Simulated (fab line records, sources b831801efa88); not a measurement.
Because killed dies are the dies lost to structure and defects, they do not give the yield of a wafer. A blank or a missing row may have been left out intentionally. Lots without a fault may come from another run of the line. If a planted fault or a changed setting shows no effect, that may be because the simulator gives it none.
A struck lot beside a sound one / flow gf180mcu / 16 steps out of a route of 602
Sound: these wafers, L453.1, L453.2, L453.5. Struck: wafer L458.5 (left out: L458.2, a lot-mate that was not struck); the cause follows at the end.
Each step with rows lists, per side, the tool, then ch with its chambers, then its first start. Under that, the readings that differ: sound wafers / struck wafers / difference of the means / sigmas: that difference in standard deviations of wafers without a fault.
alike: readings whose means differ by less than 2 such deviations, and words and numbers that are the same on both sides. not compared: withheld readings, readings that some wafer has no value for, bounds like >300 that may hide the same value, and numbers for which the record gives no deviation and whose values overlap.
Wherever a step has rows on one side only, a row that says differs or no value, or a row with sigmas, the two part there. Non-overlapping numbers with no deviation appear without sigmas and do not part them. A reading that every wafer of one side lacks parts them only if that side has two wafers or more.

first, 1 step without rows for these wafers: GF_STI_DEVELOP_11 (develop time 60 s).
GF_STI_CD_MEAS_12: the cd target is 220 nm.
  sound on cdSem-02, day 2 01:02; struck on cdSem-02, day 3 03:16
  alike: cdNm
GF_STI_ETCH_13: etches the open film in CHF3/O2, stops on Si, target depth 282.31 nm, time 112.9 s.
  sound on rieDiel-03 ch 0,1,2, day 2 01:10; struck on rieDiel-01 ch 1, day 3 03:22
  alike: biasW, chf3FlowSccm, drypumpMotorCurrentA, oesProductAu, throttleValvePct
  not compared: rfHoursCounterH
GF_STI_ETCH_14: etches Si in HBr/Cl2/O2, target depth 360 nm, time 102.9 s.
  sound on rieSi-02 ch 0,1,2, day 2 01:14; struck on rieSi-01 ch 1, day 3 03:26
  alike: biasW, drypumpMotorCurrentA, oesProductAu, throttleValvePct
  not compared: rfHoursCounterH
GF_STI_STRIP_15: strips in O2/N2.
  sound on plasmaAsher-03 ch 0,1, day 2 01:19; struck on plasmaAsher-03 ch 0, day 3 03:31
  alike: drypumpMotorCurrentA, heaterPowerW, oesProductAu, platenTempC, stripTimeToEndpointS
  not compared: rfHoursCounterH
then, 6 steps without rows for these wafers: GF_STI_CLEAN_16 (cleans in dHF, time 25 s); GF_STI_WET_ETCH_17 (etches Si3N4 in H3PO4, target depth 45 nm, time 514 s); GF_STI_CLEAN_18 (cleans in SC1/SC2, time 150 s); GF_STI_CLEAN_19 (cleans in dHF, time 20 s); GF_STI_WET_ETCH_20 (etches SiO2 in dHF, target depth 20 nm, time 400 s); GF_STI_OXIDATION_21 (stabilise 600 s, purge 300 s, target thk 15 nm).
GF_STI_THK_MEAS_22:
  sound on filmMetro-03, day 2 03:31; struck on filmMetro-04, day 3 05:08
  alike: STI_OXIDATION_01_THK
GF_STI_CVD_23: deposits SiO2, target thk 650 nm, time 108.3 s.
  sound on hdpcvd-02 ch 0,2, day 2 03:35; struck on hdpcvd-02 ch 0, day 3 05:11
reading=model.SiO2_of_STI_CVD_23.thkNm (nm); sound=648.8 646 648.5; struck=678.6; difference=+30.8; sigmas=
  alike: pressureMtorr
GF_STI_THK_MEAS_24:
  sound on filmMetro-01, day 2 03:39; struck on filmMetro-03, day 3 05:16
reading=STI_CVD_23_THK (nm); sound=648 646 648; struck=679; difference=+32; sigmas=+4
GF_STI_CMP_25: polishes, stops on Si3N4, t overpolish 33 s, target thk 524.6 nm.
  sound on cmp-01 ch 0,3, day 2 03:43; struck on cmp-01 ch 3, day 3 05:22
  alike: motorCurrentA
after that, 1 step had no rows for these wafers: GF_PASSIVATION_PROBE_99.

## WHERE THEY PART
Within this record, at GF_STI_THK_MEAS_24 only. Later steps at which nothing parts them and some readings are alike: GF_STI_CMP_25.

WHY: what the simulator had put in
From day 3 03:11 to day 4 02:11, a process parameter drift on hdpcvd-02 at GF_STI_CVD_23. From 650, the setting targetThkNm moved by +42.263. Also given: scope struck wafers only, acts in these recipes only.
